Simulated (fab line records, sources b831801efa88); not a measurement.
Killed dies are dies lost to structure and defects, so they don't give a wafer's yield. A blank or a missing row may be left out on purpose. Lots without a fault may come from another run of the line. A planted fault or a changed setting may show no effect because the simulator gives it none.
A struck lot beside a sound one | flow sky130 | 15 steps out of a route of 708
Sound: wafers L630.3, L630.5, L630.6. Struck: wafers L624.1, L624.3, L624.4. The cause comes at the end.
At each step with rows: each side's tool, then ch and its chambers, then its first start. Under that, the readings that differ: sound wafers | struck wafers | difference of the means | sigmas: that difference in standard deviations of wafers without a fault.
alike: readings whose means differ by less than 2 such deviations, and words and numbers that are the same on both sides. not compared: withheld readings, readings that some wafer has no value for, bounds like >300 that may hide the same value, and numbers for which the record gives no deviation and whose values overlap.
The two part at a step that has a row with sigmas, a row that says differs or no value, or rows on one side only. Numbers that don't overlap but have no deviation are shown without sigmas and don't part them. A reading that every wafer of one side lacks parts them only if that side has two wafers or more.

first, 6 steps without rows for these wafers: SKY_LDD_N_HMDS_01 (prime time 60 s); SKY_LDD_N_COAT_02 (resist thk 300 nm); SKY_LDD_N_SOFTBAKE_03 (time 60 s); SKY_LDD_N_EXPOSE_04 (exposes mask NTM, target cd 840 nm); SKY_LDD_N_PEB_05; SKY_LDD_N_DEVELOP_06 (develop time 60 s).
SKY_LDD_N_OVL_MEAS_07:
  sound on overlay-01, day 23 23:17; struck on overlay-01, day 21 19:58
  alike: LDD_N_OVL
then, 5 steps without rows for these wafers: SKY_LDD_N_IMPLANT_08; SKY_LDD_N_IMPLANT_09; SKY_LDD_N_IMPLANT_10; SKY_LDD_N_IMPLANT_11; SKY_LDD_N_IMPLANT_12.
SKY_LDD_N_IMPLANT_13:
  sound on implanter-04 ch 0, day 24 00:06; struck on implanter-01 ch 0, day 22 01:04
  reading            | sound                         | struck                      | difference | sigmas
  dose_ions_cm2      | 4.998e+12 5.004e+12 4.999e+12 | 7.04e+12 7.04e+12 7.035e+12 | +2.04e+12  | +99 or more
  faraday_current_uA | 28.8 28.2 29.3                | 40.1 39.3 39.0              | +10.7      | +18
then, 1 step without rows for these wafers: SKY_LDD_N_IMPLANT_14.
-- the record jumps here: 26 days lie between the struck wafers' starts before and after (it left off in module LDD_N and takes up again in module PAD_OPEN, whose first step shown is number 708 of the route) --
SKY_PAD_OPEN_PROBE_99:
  sound on prober-02, day 49 13:10; struck on prober-02, day 48 08:14
  alike: killed_at_M0_to_M3, killed_at_M4_up, killed_at_contacts, killed_at_front_end, killed_at_other, killed_dies, killed_open, killed_short
  not compared: model.etest.nfet_01v8_turned.vt_v

WHERE THEY PART
Only at SKY_LDD_N_IMPLANT_13, within this record. Later steps at which nothing parts them and some readings are alike: SKY_PAD_OPEN_PROBE_99.

WHY: what the simulator had put in
Process parameter drift: implanter-01, from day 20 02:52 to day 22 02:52, at SKY_LDD_N_IMPLANT_13. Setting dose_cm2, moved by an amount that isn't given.
